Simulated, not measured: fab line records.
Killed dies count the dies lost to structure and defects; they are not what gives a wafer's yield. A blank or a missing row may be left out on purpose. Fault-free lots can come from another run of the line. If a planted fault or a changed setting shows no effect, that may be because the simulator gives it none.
Which tool is to blame?	flow gf180mcu	Sampling: 24 lots, 72 wafers, 6 of 602 route steps

== WHAT EACH GAUGE READ, for each wafer ==
GF_V2_RS_MEAS_24: uses a four-point probe to measure. Usual: V2_W_RS 0.327 ohm/sq, standard deviation 0.0037.
lot	measured	on	V2_W_RS (ohm/sq)	flag
L074	day 20 10:32	film_metro-03	0.324 0.330 0.329	
L075	day 20 18:17	film_metro-04	0.322 0.334 0.326	
L076	day 21 12:13	film_metro-03	0.325 0.328 0.326	
L077	day 21 19:38	film_metro-04	0.328 0.331 0.323	
L078	day 22 00:28	film_metro-03	0.331 0.331 0.328	
L079	day 22 07:40	film_metro-03	0.317 0.326 0.324	
L080	day 22 22:55	film_metro-04	0.330 0.326 0.325	
L081	day 23 01:44	film_metro-04	0.327 0.333 0.328	
L082	day 23 16:26	film_metro-02	0.328 0.323 0.327	
L083	day 23 21:29	film_metro-03	0.325 0.325 0.327	
L084	day 24 05:16	film_metro-03	0.324 0.324 0.327	
L085	day 24 15:02	film_metro-03	0.323 0.325 0.322	
L086	day 24 23:37	film_metro-04	0.326 0.328 0.328	
L087	day 25 06:07	film_metro-03	0.328 0.329 0.333	
L088	day 25 18:24	film_metro-03	0.325 0.326 0.326	
L089	day 25 18:37	film_metro-04	0.325 0.331 0.325	
L090	day 26 01:58	film_metro-02	0.330 0.330 0.327	
L091	day 26 09:53	film_metro-04	0.332 0.324 0.330	
L092	day 26 16:40	film_metro-04	0.329 0.326 0.328	
L093	day 27 01:47	film_metro-03	0.328 0.326 0.327	
L094	day 27 08:40	film_metro-02	0.330 0.331 0.332	
L095	day 27 19:16	film_metro-04	0.322 0.324 0.331	
L096	day 27 20:09	film_metro-02	0.324 0.326 0.325	
L097	day 28 01:04	film_metro-04	0.323 0.323 0.325	

GF_M3_RS_MEAS_05: uses a four-point probe to measure. Usual: M3_ALCU_RS 0.0695 ohm/sq, standard deviation 0.00081.
lot	measured	on	M3_ALCU_RS (ohm/sq)	flag
L074	day 20 11:18	film_metro-01	0.0697 0.0689 0.0695	
L075	day 20 18:59	film_metro-01	0.0675 0.0677 0.0681	
L076	day 21 12:55	film_metro-01	0.0686 0.0684 0.0686	
L077	day 21 20:20	film_metro-04	0.0710 0.0693 0.0704	
L078	day 22 01:10	film_metro-02	0.0690 0.0695 0.0696	
L079	day 22 08:22	film_metro-02	0.0696 0.0706 0.0708	
L080	day 22 23:37	film_metro-01	0.0699 0.0695 0.0693	
L081	day 23 02:26	film_metro-02	0.0702 0.0708 0.0714	
L082	day 23 17:08	film_metro-04	0.0684 0.0687 0.0691	
L083	day 23 22:11	film_metro-02	0.0682 0.0679 0.0683	
L084	day 24 05:58	film_metro-02	0.0685 0.0690 0.0690	
L085	day 24 19:15	film_metro-01	0.0694 0.0690 0.0691	
L086	day 25 00:19	film_metro-04	0.0697 0.0704 0.0700	
L087	day 25 06:49	film_metro-04	0.0695 0.0690 0.0691	
L088	day 25 19:06	film_metro-04	0.0697 0.0695 0.0696	
L089	day 25 19:24	film_metro-04	0.0693 0.0705 0.0697	
L090	day 26 02:40	film_metro-04	0.0691 0.0702 0.0695	
L091	day 26 10:35	film_metro-01	0.0689 0.0688 0.0686	
L092	day 26 17:28	film_metro-01	0.0702 0.0704 0.0694	
L093	day 27 02:29	film_metro-02	0.0710 0.0699 0.0701	
L094	day 27 09:22	film_metro-04	0.0695 0.0694 0.0699	
L095	day 27 19:58	film_metro-04	0.0715 0.0713 0.0692	
L096	day 27 20:51	film_metro-02	0.0697 0.0697 0.0696	
L097	day 28 01:46	film_metro-01	0.0699 0.0699 0.0710	

GF_PASSIVATION_THK_MEAS_01. Usual: PASSIVATION_CVD_00_THK 1006 nm, standard deviation 14.
lot	measured	on	PASSIVATION_CVD_00_THK (nm)	flag
L074	day 28 06:46	film_metro-04	992 999 1002	
L075	day 28 11:47	film_metro-03	984 994 995	
L076	day 29 05:38	film_metro-03	987 994 1004	
L077	day 29 08:06	film_metro-02	1007 995 1014	
L078	day 29 14:16	film_metro-04	992 1001 1013	
L079	day 29 18:13	film_metro-04	987 1000 999	
L080	day 30 08:18	film_metro-03	986 1008 1014	
L081	day 30 10:52	film_metro-04	1032 1003 1030	
L082	day 30 21:30	film_metro-02	1004 1012 1018	
L083	day 31 02:55	film_metro-02	997 1008 1022	
L084	day 31 08:22	film_metro-02	1000 1015 1037	
L085	day 31 15:54	film_metro-04	983 1004 1005	
L086	day 31 22:26	film_metro-03	996 1001 1013	
L087	day 32 04:41	film_metro-04	981 990 1006	
L088	day 32 11:56	film_metro-02	1005 1008 1026	
L089	day 32 13:20	film_metro-02	1000 983 997	
L090	day 32 19:55	film_metro-04	1000 1025 1018	
L091	day 33 01:32	film_metro-04	990 1015 1025	
L092	day 33 06:26	film_metro-04	997 1003 1017	
L093	day 33 20:34	film_metro-03	1002 990 1027	
L094	day 33 20:14	film_metro-02	991 1002 999	
L095	day 34 04:56	film_metro-03	1022 1030 1023	
L096	day 34 05:04	film_metro-04	981 1039 990	
L097	day 34 09:13	film_metro-04	993 1015 1028	

== WHICH TOOL RAN EACH LOT (tool, then ch and the chambers of the sampled wafers, then the start) ==
lot	GF_V2_SPUTTER_21	GF_V3_STRIP_18	GF_MIM_SPUTTER_07
L074	pvd_sputter-03, day 20 10:20	plasma_asher-02 ch 0, day 22 13:22	pvd_sputter-02, day 24 16:15
L075	pvd_sputter-03, day 20 18:05	plasma_asher-04 ch 0,1, day 22 19:40	pvd_sputter-01, day 24 20:43
L076	pvd_sputter-03, day 21 12:01	plasma_asher-02 ch 0,1, day 23 13:22	pvd_sputter-01, day 25 17:08
L077	pvd_sputter-01, day 21 19:24	plasma_asher-02 ch 0,1, day 23 19:22	pvd_sputter-02, day 25 19:52
L078	pvd_sputter-01, day 22 00:15	plasma_asher-02 ch 0,1, day 24 01:16	pvd_sputter-01, day 26 01:24
L079	pvd_sputter-04, day 22 07:27	plasma_asher-01 ch 0,1, day 24 07:10	pvd_sputter-01, day 26 06:37
L080	pvd_sputter-01, day 22 22:42	plasma_asher-01 ch 0,1, day 24 21:46	pvd_sputter-03, day 26 21:25
L081	pvd_sputter-03, day 23 01:31	plasma_asher-04 ch 0,1, day 25 01:19	pvd_sputter-01, day 27 00:23
L082	pvd_sputter-04, day 23 16:04	plasma_asher-04 ch 0,1, day 25 16:54	pvd_sputter-02, day 27 13:17
L083	pvd_sputter-04, day 23 21:07	plasma_asher-02 ch 0,1, day 25 20:00	pvd_sputter-02, day 27 18:33
L084	pvd_sputter-03, day 24 05:03	plasma_asher-02 ch 0,1, day 26 02:28	pvd_sputter-02, day 28 00:05
L085	pvd_sputter-03, day 24 14:48	plasma_asher-02 ch 0,1, day 26 14:11	pvd_sputter-02, day 28 10:25
L086	pvd_sputter-04, day 24 23:24	plasma_asher-04 ch 0,1, day 26 20:19	pvd_sputter-02, day 28 16:47
L087	pvd_sputter-04, day 25 05:55	plasma_asher-01 ch 0,1, day 27 02:16	pvd_sputter-03, day 28 23:06
L088	pvd_sputter-04, day 25 18:05	plasma_asher-04 ch 0,1, day 27 13:16	pvd_sputter-03, day 29 09:22
L089	pvd_sputter-03, day 25 18:25	plasma_asher-04 ch 0,1, day 27 14:07	pvd_sputter-01, day 29 10:34
L090	pvd_sputter-03, day 26 01:45	plasma_asher-01 ch 1, day 27 21:25	pvd_sputter-01, day 29 16:13
L091	pvd_sputter-03, day 26 09:38	plasma_asher-01 ch 0, day 28 04:25	pvd_sputter-02, day 29 23:05
L092	pvd_sputter-03, day 26 16:28	plasma_asher-02 ch 0,1, day 28 11:25	pvd_sputter-03, day 30 06:04
L093	pvd_sputter-03, day 27 01:34	plasma_asher-02 ch 0,1, day 28 19:55	pvd_sputter-01, day 30 21:16
L094	pvd_sputter-03, day 27 08:26	plasma_asher-01 ch 0,1, day 29 02:08	pvd_sputter-01, day 30 20:16
L095	pvd_sputter-01, day 27 19:03	plasma_asher-02 ch 0,1, day 29 12:22	pvd_sputter-03, day 31 06:13
L096	pvd_sputter-04, day 27 19:54	plasma_asher-02 ch 0,1, day 29 13:25	pvd_sputter-01, day 31 07:01
L097	pvd_sputter-01, day 28 00:50	plasma_asher-04 ch 0,1, day 29 17:58	pvd_sputter-01, day 31 11:44
- GF_V2_SPUTTER_21: material Ti, target thk 15 nm, time 80.02 s.
- GF_V3_STRIP_18: strips in O2/N2.
- GF_MIM_SPUTTER_07: material TiN, target thk 60 nm, time 50 s.

== WHAT THE TOOLS THEMSELVES READ (means of the sampled wafers that have a number; where no wafer has one, the mark that the record gives instead) ==
GF_V2_SPUTTER_21. Usual: throttle_valve_pct at 30.1 %, with a standard deviation of 1.4.
lot	tool	throttle_valve_pct (%)	flag
L074	pvd_sputter-03	31.3	
L075	pvd_sputter-03	30.5	
L076	pvd_sputter-03	30.1	
L077	pvd_sputter-01	29.5	
L078	pvd_sputter-01	28.9	
L079	pvd_sputter-04	30.7	
L080	pvd_sputter-01	29.1	
L081	pvd_sputter-03	31.6	
L082	pvd_sputter-04	30.7	
L083	pvd_sputter-04	30.2	
L084	pvd_sputter-03	30.5	
L085	pvd_sputter-03	31.5	
L086	pvd_sputter-04	30.2	
L087	pvd_sputter-04	30.6	
L088	pvd_sputter-04	30.6	
L089	pvd_sputter-03	31.1	
L090	pvd_sputter-03	30.6	
L091	pvd_sputter-03	31.4	
L092	pvd_sputter-03	30.2	
L093	pvd_sputter-03	29.2	
L094	pvd_sputter-03	30.4	
L095	pvd_sputter-01	29.6	
L096	pvd_sputter-04	30.2	
L097	pvd_sputter-01	29.6	

GF_V3_STRIP_18. Usual: chamber_pressure_mTorr 1500.2 mTorr, standard deviation 1.2; drypump_motor_current_A 5.8 A, standard deviation 0.52; heater_power_w 333 W, standard deviation 32; oes_product_au 0.592 a.u., standard deviation 0.0053.
lot	tool	chamber_pressure_mTorr (mTorr)	drypump_motor_current_A (A)	heater_power_w (W)	oes_product_au (a.u.)	flag
L074	plasma_asher-02	1500.2	6.2	341	0.596	
L075	plasma_asher-04	1499.3	6.4	303	0.593	
L076	plasma_asher-02	1500.0	5.9	334	0.591	
L077	plasma_asher-02	1499.1	5.9	334	0.592	
L078	plasma_asher-02	1500.5	5.5	326	0.594	
L079	plasma_asher-01	1499.8	5.3	384	0.594	
L080	plasma_asher-01	1500.3	5.5	349	0.594	
L081	plasma_asher-04	1499.7	6.1	314	0.587	
L082	plasma_asher-04	1501.5	6.1	310	0.590	
L083	plasma_asher-02	1500.1	5.5	321	0.596	
L084	plasma_asher-02	1500.9	5.5	328	0.595	
L085	plasma_asher-02	1501.6	5.5	325	0.594	
L086	plasma_asher-04	1499.7	6.1	311	0.595	
L087	plasma_asher-01	1500.0	5.3	371	0.599	
L088	plasma_asher-04	1501.0	6.1	312	0.592	
L089	plasma_asher-04	1500.3	6.4	305	0.589	
L090	plasma_asher-01	1500.9	5.7	327	0.590	
L091	plasma_asher-01	1500.2	5.1	417	0.594	
L092	plasma_asher-02	1500.7	5.9	337	0.591	
L093	plasma_asher-02	1499.7	5.5	326	0.588	
L094	plasma_asher-01	1500.2	5.5	356	0.600	
L095	plasma_asher-02	1499.7	5.5	329	0.594	
L096	plasma_asher-02	1499.1	5.9	337	0.592	
L097	plasma_asher-04	1499.7	6.4	306	0.595	

GF_MIM_SPUTTER_07. Usual: throttle_valve_pct at 29.6 %, with a standard deviation of 1.7.
lot	tool	throttle_valve_pct (%)	flag
L074	pvd_sputter-02	31.4	
L075	pvd_sputter-01	28.7	
L076	pvd_sputter-01	28.3	
L077	pvd_sputter-02	30.3	
L078	pvd_sputter-01	30.2	
L079	pvd_sputter-01	28.4	
L080	pvd_sputter-03	29.2	
L081	pvd_sputter-01	28.3	
L082	pvd_sputter-02	30.5	
L083	pvd_sputter-02	30.0	
L084	pvd_sputter-02	30.8	
L085	pvd_sputter-02	30.9	
L086	pvd_sputter-02	30.2	
L087	pvd_sputter-03	29.2	
L088	pvd_sputter-03	30.3	
L089	pvd_sputter-01	28.4	
L090	pvd_sputter-01	27.5	
L091	pvd_sputter-02	29.8	
L092	pvd_sputter-03	30.5	
L093	pvd_sputter-01	28.7	
L094	pvd_sputter-01	27.9	
L095	pvd_sputter-03	30.4	
L096	pvd_sputter-01	27.5	
L097	pvd_sputter-01	28.4	

== THE ANSWER, worked out from the rows above alone ==
Rule: a lot is off if the mean of its wafers that have a number lies more than 3 standard deviations from the usual mean. Also off: a lot with no number at a reading for which 4 or more lots have one. The other lots that the step has rows for count as sound. Order of review: gauges by route order, followed by the tools' own readings, for which a lot's mean as printed above is used. The first step at which some lot is off is used, and at that step the reading that is off furthest; a lot without a number counts as furthest.
Nothing can be told from this: no lot is off at any reading shown.

== WHAT THE SIMULATOR HAD PUT IN ==
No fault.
